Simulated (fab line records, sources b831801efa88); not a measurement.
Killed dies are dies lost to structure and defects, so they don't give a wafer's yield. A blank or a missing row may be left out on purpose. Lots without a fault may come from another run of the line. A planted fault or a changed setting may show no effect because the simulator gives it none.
Split-lot experiment | flow sfq_line | 5 lots, 23 wafers read, on a route of 325 steps

THE SPLIT
At SFQ_TRILAYER_M7_LITHO_PEB_180 (peb time 60 s), the setting peb_time_s was moved away from the recipe's 60 s on 7 of the 23 wafers read, by -14.5% to +5.9%. The other wafers ran this setting at the recipe's value.

FROM THE SPLIT TO THE READING: what the file shows between them, 1 step
- SFQ_TRILAYER_M7_LITHO_DEVELOP_179: time 60 s

THE READING
M7.cd_nm (the simulator's own value, which no gauge read), in nm, at SFQ_TRILAYER_M7_BARC_OPEN_METAL_ETCH_229 (etches BARC in O2, target depth 125 nm, time 41.7 s). The file gives no usual value for it. The 16 wafers here that ran the recipe average 500.0 nm, standard deviation 0.83 nm.

wafer  | tool, chamber at the split | peb_time_s as run, s | against the recipe | M7.cd_nm, nm | against lot-mates on the recipe
L078.4 | litho_track-01, 0          | 60                   | recipe             | 500.2        | -
L078.5 | litho_track-01, 0          | 60                   | recipe             | 499.5        | -
L078.6 | litho_track-01, 0          | 60                   | recipe             | 499          | -
L079.1 | litho_track-01, 0          | 60                   | recipe             | 500.6        | -
L079.3 | litho_track-01, 0          | 51.28                | -14.5%             | 523          | +22.9
L079.4 | litho_track-01, 0          | 51.28                | -14.5%             | 522.6        | +22.5
L079.5 | litho_track-01, 0          | 60                   | recipe             | 498.8        | -
L079.6 | litho_track-01, 0          | 60                   | recipe             | 500.8        | -
L080.1 | litho_track-04, 0          | 60                   | recipe             | 500.4        | -
L080.2 | litho_track-04, 0          | 60                   | recipe             | 501.4        | -
L080.3 | litho_track-04, 0          | 63.54                | +5.9%              | 492.8        | -8.0
L080.4 | litho_track-04, 0          | 60                   | recipe             | 500.5        | -
L080.6 | litho_track-04, 0          | 63.54                | +5.9%              | 492.3        | -8.5
L084.1 | litho_track-02, 0          | 53.96                | -10.1%             | 516.7        | +16.6
L084.2 | litho_track-02, 0          | 53.96                | -10.1%             | 515.7        | +15.6
L084.4 | litho_track-02, 0          | 60                   | recipe             | 500.9        | -
L084.5 | litho_track-02, 0          | 53.96                | -10.1%             | 514.1        | +14.0
L084.6 | litho_track-02, 0          | 60                   | recipe             | 499.3        | -
L085.1 | litho_track-02, 0          | 60                   | recipe             | 500.1        | -
L085.2 | litho_track-02, 0          | 60                   | recipe             | 498.2        | -
L085.3 | litho_track-02, 0          | 60                   | recipe             | 500.5        | -
L085.5 | litho_track-02, 0          | 60                   | recipe             | 500          | -
L085.6 | litho_track-02, 0          | 60                   | recipe             | 499.7        | -

THE FIT
A straight line over all 23 wafers: M7.cd_nm changes by -1.52 nm for each +1% of peb_time_s; r = -0.99; the points scatter about the line by 0.96 nm.
The same after taking each lot's own level away (the mean of its wafers on the recipe; 23 wafers): -1.53 nm for each +1%; r = -1.00; scatter 0.8 nm.
On that fit, the largest move of peb_time_s shifts the reading by 22 nm.
The lots' own levels span 499.57 to 500.77 nm, that is 1.4 times the standard deviation above.
So the lot-to-lot level changes the slope little: the two slopes agree.
Check: with one of the wafers moved furthest among these (-14.5%) left out of the fit, the line predicts +22.1 nm for it against its lot-mates. It came out at +22.9 nm against them.

OTHER SPLITS ON THESE WAFERS
These wafers also went through other splits before the reading. Each is held against what the fit with the lots' levels taken away leaves over:
other split on the same wafers                      | wafers away from the commonest value | r with M7.cd_nm (lot level and that fit taken away)
SFQ_TRILAYER_M6_BARC_OPEN_METAL_ETCH_206 icp_w      | 7                                    | +0.01
SFQ_TRILAYER_I6_VIA_LITHO_COAT_174 spin_rpm         | 11                                   | -0.23
SFQ_TRILAYER_I6_VIA_BARC_OPEN_VIA_ETCH_235 source_w | 9                                    | -0.06
SFQ_TRILAYER_M7_DEP_SPUTTER_175 time_s              | 10                                   | -0.02

THE FILE'S OWN FIT
M7.cd_nm changes by -1.54 nm for each +1% of peb_time_s, r = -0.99.
